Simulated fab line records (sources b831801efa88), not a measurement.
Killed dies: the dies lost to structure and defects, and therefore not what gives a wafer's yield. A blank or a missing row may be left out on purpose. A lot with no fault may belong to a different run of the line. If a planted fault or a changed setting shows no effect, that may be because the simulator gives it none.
A struck lot beside a sound one -- flow sky130 -- 18 steps out of a route of 708
Sound: these wafers, L102.1, L102.3, L102.4. Struck: wafers L109.1, L109.4, L109.5. Last of all comes the cause.
Order at every step that has rows: each side's tool, ch and its chambers, its first start. Under that, the readings that differ: sound wafers -- struck wafers -- difference of the means -- sigmas: that difference in standard deviations of wafers without a fault.
alike: same words and numbers on both sides, and readings whose means sit less than 2 such deviations apart. not compared: any withheld reading, any reading some wafer has no value for, any bound like >300 that may hide the same value, and any number with overlapping values for which the record gives no deviation.
The two part at a step that has a row with sigmas, a row that says differs or no value, or rows on one side only. When numbers do not overlap yet have no deviation, they are printed without sigmas and do not part them. Lack of a reading on every wafer of one side parts them only where that side has two or more wafers.

first, 1 step without rows for these wafers: SKY_VT_ADJUST_PCH_IMPLANT_08.
SKY_VT_ADJUST_PCH_STRIP_09: strips in O2/N2.
  sound on plasma asher-01 ch 0,1, day 10 18:38; struck on plasma asher-04 ch 0,1, day 12 23:21
  alike: chamber pressure mTorr, drypump motor current A, oes product au, strip time to endpoint s
  not compared: rf hours counter h
SKY_VT_ADJUST_PCH_TW_MEAS_10:
  sound on film metro-01 at day 10 18:44; struck on film metro-02 at day 12 23:27
  alike: VT_ADJUST_PCH_TW
then, 7 steps without rows for these wafers: SKY_SONOS_TUNNEL_DEHYDRATE_00 (time 60 s); SKY_SONOS_TUNNEL_HMDS_01 (prime time 60 s); SKY_SONOS_TUNNEL_COAT_02 (resist thk 1140 nm); SKY_SONOS_TUNNEL_SOFTBAKE_03 (time 60 s); SKY_SONOS_TUNNEL_EXPOSE_04 (exposes mask TUNM, target cd 410 nm); SKY_SONOS_TUNNEL_PEB_05; SKY_SONOS_TUNNEL_DEVELOP_06 (develop time 60 s).
SKY_SONOS_TUNNEL_CD_MEAS_07 targets a cd of 410 nm.
  sound on cd sem-01 at day 11 18:19; struck on cd sem-01 at day 14 00:55
  alike: cd nm
SKY_SONOS_TUNNEL_OVL_MEAS_08:
  sound on overlay-02 at day 11 18:26; struck on overlay-01 at day 14 01:02
  alike: SONOS_TUNNEL_OVL
SKY_SONOS_TUNNEL_IMPLANT_09:
  sound on implanter-04 ch 0, day 11 18:28; struck on implanter-02 ch 0, day 14 01:04
reading,sound,struck,difference,sigmas
implant ion amu,11 11 11,49 49 49,+38,
model.implant.rp nm (nm),65.72 65.72 65.72,17.33 17.33 17.33,-48.39,
model.implant.drp nm (nm),28.34 28.34 28.34,9.752 9.752 9.752,-18.588,
then, 2 steps without rows for these wafers: SKY_SONOS_TUNNEL_WET_ETCH_10 (etches SiO2 in dHF, target depth 14 nm, time 280 s); SKY_SONOS_TUNNEL_STRIP_11 (strips in SPM, time 600 s).
SKY_SONOS_TUNNEL_TW_MEAS_12:
  sound on film metro-02 at day 11 19:07; struck on film metro-01 at day 14 01:29
reading,sound,struck,difference,sigmas
SONOS_TUNNEL_TW,197.2 197.3 198.0,291.3 292.6 293.2,+94.9,+56
then, 1 step without rows for these wafers: SKY_SONOS_TUNNEL_CLEAN_13 (cleans in dHF, time 20 s).
-- here the record skips 34 days between the struck wafers' starts before and after, leaving off in module SONOS_TUNNEL and picking up in module PAD_OPEN (first step shown: number 708 of the route) --
SKY_PAD_OPEN_PROBE_99:
  sound on prober-02 at day 46 10:22; struck on prober-01 at day 48 04:07
reading,sound,struck,difference,sigmas
model.etest.sonos programmed.off log10 a um,-14.02 -14.02 -14.13,-11.4 -11.83 -12.23,+2.2,
  alike: killed_at_M0_to_M3, killed_at_M4_up, killed at contacts, killed at front end, killed at other, killed dies, killed open, killed short

WHERE THEY PART
SKY_SONOS_TUNNEL_TW_MEAS_12 only, going by this record. Later steps at which nothing parts them and some readings are alike: SKY_PAD_OPEN_PROBE_99.

WHY: the cause the simulator had injected
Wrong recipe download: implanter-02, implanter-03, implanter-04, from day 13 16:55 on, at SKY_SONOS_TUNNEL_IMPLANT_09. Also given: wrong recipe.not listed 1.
